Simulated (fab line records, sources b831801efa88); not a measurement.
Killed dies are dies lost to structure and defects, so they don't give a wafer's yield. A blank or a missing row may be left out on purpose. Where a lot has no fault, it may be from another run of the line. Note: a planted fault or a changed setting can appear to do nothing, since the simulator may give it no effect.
The same fault as seen by 2 desks    flow sky130    every desk sees just its own numbers, and what lay behind them comes last

## METROLOGY DESK
What the gauges read, lot by lot, whatever tool the lot ran on: means of the sampled wafers that have a number. Any lot whose mean is over 4 standard deviations away from the usual mean is out of limits and marked OUT; that distance is given in the brackets.
Columns: A = LOCAL_INTERCONNECT_OVL at SKY_LOCAL_INTERCONNECT_OVL_MEAS_12, usual 1 nm; B = CONTACT_CVD_00_THK at SKY_CONTACT_THK_MEAS_01, usual 74.9 nm; C = CONTACT_BOW at SKY_CONTACT_BOW_MEAS_05, usual 83 um; D = METAL2_ALCU_RS at SKY_METAL2_RS_MEAS_05, usual 0.1258 ohm/sq; E = METAL2_ALCU_THK at SKY_METAL2_THK_MEAS_06, usual 251.9 nm
lot   first seen here  A   B     C   D                 E
L754  day 31 03:49     -1  74.6  84  0.1251            252.6
L755  day 31 07:23     3   75.0  82  0.1250            252.6
L757  day 31 11:34     -5  74.0  83  0.1275            248.7
L765  day 34 05:43     1   75.5  75  0.2374 (+80) OUT  172.9 (-27) OUT
L770  day 35 13:45     2   74.3  83  0.1263            250.8
L769  day 35 19:23     1   74.8  87  0.1265            250.6
L774  day 36 21:14     2   74.6  73  0.1284            248.4
L775  day 37 03:56     0   75.3  82  0.1252            255.5
L777  day 37 09:16     7   75.5  86  0.1260            252.8
L776  day 37 12:12     1   75.5  85  0.1264            252.1
This desk's result: L765 out of limits, first on L765 (METAL2_ALCU_RS at SKY_METAL2_RS_MEAS_05), day 37 16:57. In limits: L754, L755, L757, L770, L769, L774, L775, L777, L776.

## DESK OF THE TOOL OWNER: pvd-sputter-03
The tool's own readings at SKY_METAL2_SPUTTER_02 (material AlCu, target thk 250 nm, time 13.3 s): means of the sampled wafers that have a number, for each lot that ran on this tool. Any lot whose mean is over 4 standard deviations away from the usual mean is out of limits and marked OUT; that distance is given in the brackets.
Columns: A = throttle-valve-pct at SKY_METAL2_SPUTTER_02, usual 29.9 %
lot   first seen here  A
L754  day 34 18:25     30.0
L755  day 34 22:01     29.7
L765  day 37 16:52     29.5
L776  day 40 18:51     29.9
This desk's finding: nothing out of limits on any of the 4 lots.

## PUT TOGETHER
On L765, the metrology desk was in a position to raise an alarm at day 37 16:57.
The tool owner's desk saw nothing out of limits.
The tool owner's desk has L765 on record, within its limits.
SKY_METAL2_SPUTTER_02 was run on pvd-sputter-03 by each of the lots named.

## WHAT HAD BEEN PUT IN BY THE SIMULATOR
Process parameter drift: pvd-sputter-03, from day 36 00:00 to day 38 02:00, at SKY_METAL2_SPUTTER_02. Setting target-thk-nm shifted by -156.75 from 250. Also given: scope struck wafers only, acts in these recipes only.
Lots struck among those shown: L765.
Hours from the fault's start to each desk's first reading out of limits: the metrology desk, 41.
